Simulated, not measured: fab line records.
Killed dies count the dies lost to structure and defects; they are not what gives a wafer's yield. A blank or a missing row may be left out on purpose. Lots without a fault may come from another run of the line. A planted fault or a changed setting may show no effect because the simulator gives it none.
Which tool did it? | flow sky130 | 15 lots with 45 wafers sampled at 2 steps, on a route of 708 steps

WHAT EACH GAUGE READ, for each wafer
SKY_VT_ADJUST_NCORE_TW_MEAS_11.
lot  | measured     | on            | VT_ADJUST_NCORE_TW
L891 | day 8 09:57  | film metro-04 | 221.1 221.1 221.1
L893 | day 9 03:40  | film metro-03 | 221.3 220.5 221.1
L894 | day 9 07:09  | film metro-04 | 220.8 220.7 221.4
L896 | day 9 18:58  | film metro-04 | 221.5 220.5 220.3
L898 | day 10 09:13 | film metro-02 | 219.3 220.7 221.0
L899 | day 10 16:13 | film metro-03 | 222.4 224.2 222.8
L900 | day 11 03:13 | film metro-04 | 222.7 223.0 222.7
L901 | day 11 08:40 | film metro-03 | 270.5 268.3 269.3
L903 | day 12 00:58 | film metro-03 | 222.4 222.4 222.8
L905 | day 12 14:31 | film metro-04 | 220.3 220.4 220.9
L906 | day 12 21:10 | film metro-03 | 222.7 222.2 222.2
L909 | day 13 18:55 | film metro-02 | 267.5 268.5 269.9
L911 | day 14 16:20 | film metro-04 | 270.8 273.5 271.9
L913 | day 15 14:57 | film metro-03 | 221.8 223.0 221.8
L914 | day 16 03:45 | film metro-02 | 220.4 219.8 220.0

WHAT TOOL EACH LOT RAN ON (gives the tool, then ch and the chambers of the sampled wafers, and finally the start)
lot  | SKY_VT_ADJUST_NCORE_IMPLANT_09
L891 | implanter-01 ch 0, day 8 09:42
L893 | implanter-03 ch 0, day 9 03:25
L894 | implanter-03 ch 0, day 9 06:54
L896 | implanter-01 ch 0, day 9 18:43
L898 | implanter-01 ch 0, day 10 08:58
L899 | implanter-03 ch 0, day 10 15:59
L900 | implanter-03 ch 0, day 11 03:00
L901 | implanter-04 ch 0, day 11 08:06
L903 | implanter-03 ch 0, day 12 00:43
L905 | implanter-04 ch 0, day 12 14:16
L906 | implanter-03 ch 0, day 12 20:55
L909 | implanter-04 ch 0, day 13 18:21
L911 | implanter-04 ch 0, day 14 15:48
L913 | implanter-01 ch 0, day 15 14:42
L914 | implanter-01 ch 0, day 16 03:30
- SKY_VT_ADJUST_NCORE_IMPLANT_09

WHAT THE TOOLS THEMSELVES READ (means of the sampled wafers that have a number; where no wafer has one, the mark that the record gives instead)
SKY_VT_ADJUST_NCORE_IMPLANT_09.
lot  | tool         | dose ions cm2
L891 | implanter-01 | 2.4005e+12
L893 | implanter-03 | 2.3972e+12
L894 | implanter-03 | 2.3982e+12
L896 | implanter-01 | 2.4007e+12
L898 | implanter-01 | 2.4000e+12
L899 | implanter-03 | 2.3988e+12
L900 | implanter-03 | 2.4020e+12
L901 | implanter-04 | 2.3990e+12
L903 | implanter-03 | 2.4026e+12
L905 | implanter-04 | 2.3981e+12
L906 | implanter-03 | 2.4006e+12
L909 | implanter-04 | 2.3998e+12
L911 | implanter-04 | 2.3981e+12
L913 | implanter-01 | 2.4007e+12
L914 | implanter-01 | 2.3967e+12

THE ANSWER, worked out from the rows above alone
Rule: the lots themselves supply what counts as usual. The widest of any qualifying gaps counts: lots, ordered by their means at a reading, are off when they make up no more than a third of the lots, leave a main group of 4 or more, and stand apart from it by 3 or more times the standard deviation of that group's means. A main group is skipped when, at the precision printed for the reading in the tables above, its means are all equal. Also off: a lot with no number at a reading for which 4 or more lots have one. Where the step has rows for the other lots, those lots are counted as sound. First the gauges in route order, then the tools' own readings, where a lot's mean is used as printed above. At the first step where some lot is off, the reading lying furthest off is the one used; lots without a number count as furthest.
Off: L901, L909, L911, at SKY_VT_ADJUST_NCORE_TW_MEAS_11 (VT_ADJUST_NCORE_TW). For the main group the mean is 221.5 and the standard deviation 1.
A tool fits if, at a process step before that reading, it ran every lot that is off, and no sound lot after the first of them. Those tools and the gauges at SKY_VT_ADJUST_NCORE_TW_MEAS_11 are tried in the same way. None of those tried fits.

WHAT THE SIMULATOR HAD PUT IN
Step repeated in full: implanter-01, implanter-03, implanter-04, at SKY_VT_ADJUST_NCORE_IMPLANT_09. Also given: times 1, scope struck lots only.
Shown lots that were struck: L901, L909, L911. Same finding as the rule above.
